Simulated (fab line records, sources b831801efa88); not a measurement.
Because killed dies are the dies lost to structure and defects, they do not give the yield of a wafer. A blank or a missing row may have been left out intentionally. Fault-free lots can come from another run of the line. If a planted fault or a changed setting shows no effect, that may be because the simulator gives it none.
The same fault as seen by 2 desks | flow sky130 | only its own numbers are on each desk; what lay behind them is given at the end

== THE METROLOGY DESK ==
What the gauges read for every lot (on any tool): the sampled wafers with a number, averaged. If a lot's mean is further than 4 standard deviations from the usual mean, the lot is out of limits and carries the mark OUT (the distance appears in the brackets).
Columns: A = LDD_HVP_TW at SKY_LDD_HVP_TW_MEAS_10, usual 460; B = LDD_LDN_OVL at SKY_LDD_LDN_OVL_MEAS_07, usual 1.2 nm
lot  | first seen here | A   | B
L697 | day 22 13:46    | 454 | 1.7
L703 | day 24 16:42    | 458 | 1.0
L704 | day 25 02:52    | 461 | -1.0
L706 | day 25 21:34    | 463 | 2.0
L708 | day 26 10:27    | 459 | 1.7
L712 | day 28 04:22    | 455 | 3.1
Result from this desk: across the 6 lots, nothing is out of limits.

== TOOL OWNER'S DESK, implanter-04 ==
For each lot that ran on this tool, the mean over its sampled wafers that have a number, from the tool's own readings at SKY_LDD_LDN_IMPLANT_10. If a lot's mean is further than 4 standard deviations from the usual mean, the lot is out of limits and carries the mark OUT (the distance appears in the brackets).
Columns: A = doseIonsCm2 at SKY_LDD_LDN_IMPLANT_10, usual 1.2501e+13; B = faradayCurrentUA at SKY_LDD_LDN_IMPLANT_10, usual 70.4; C = rotationDeg at SKY_LDD_LDN_IMPLANT_10, usual 203.00 degrees
lot  | first seen here | A                            | B              | C
L704 | day 26 08:06    | 8.5510e+12 (-99 or more) OUT | 47.7 (-15) OUT | 202.97
L706 | day 27 02:21    | 8.5533e+12 (-99 or more) OUT | 48.0 (-15) OUT | 202.97
L712 | day 29 12:17    | 1.2499e+13                   | 70.5           | 202.98
This desk finds L704, L706 out of limits, L704 being first, at day 26 08:06 (doseIonsCm2 at SKY_LDD_LDN_IMPLANT_10). L712: within limits.

== ALL TOGETHER ==
At day 26 08:06, on L704, L706, the tool owner's desk was in a position to raise an alarm.
Nothing out of limits was seen by the metrology desk.
The metrology desk has L704, L706 on record, within its limits.
SKY_LDD_LDN_IMPLANT_10 was run on implanter-04 by each of the lots named.

== WHAT WAS PUT IN BY THE SIMULATOR ==
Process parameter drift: implanter-04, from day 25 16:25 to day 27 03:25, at SKY_LDD_LDN_IMPLANT_10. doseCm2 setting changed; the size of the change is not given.
Struck lots among those shown: L704, L706.
Delay in hours, fault start to first out-of-limits reading, by desk: the tool owner's desk at 16.
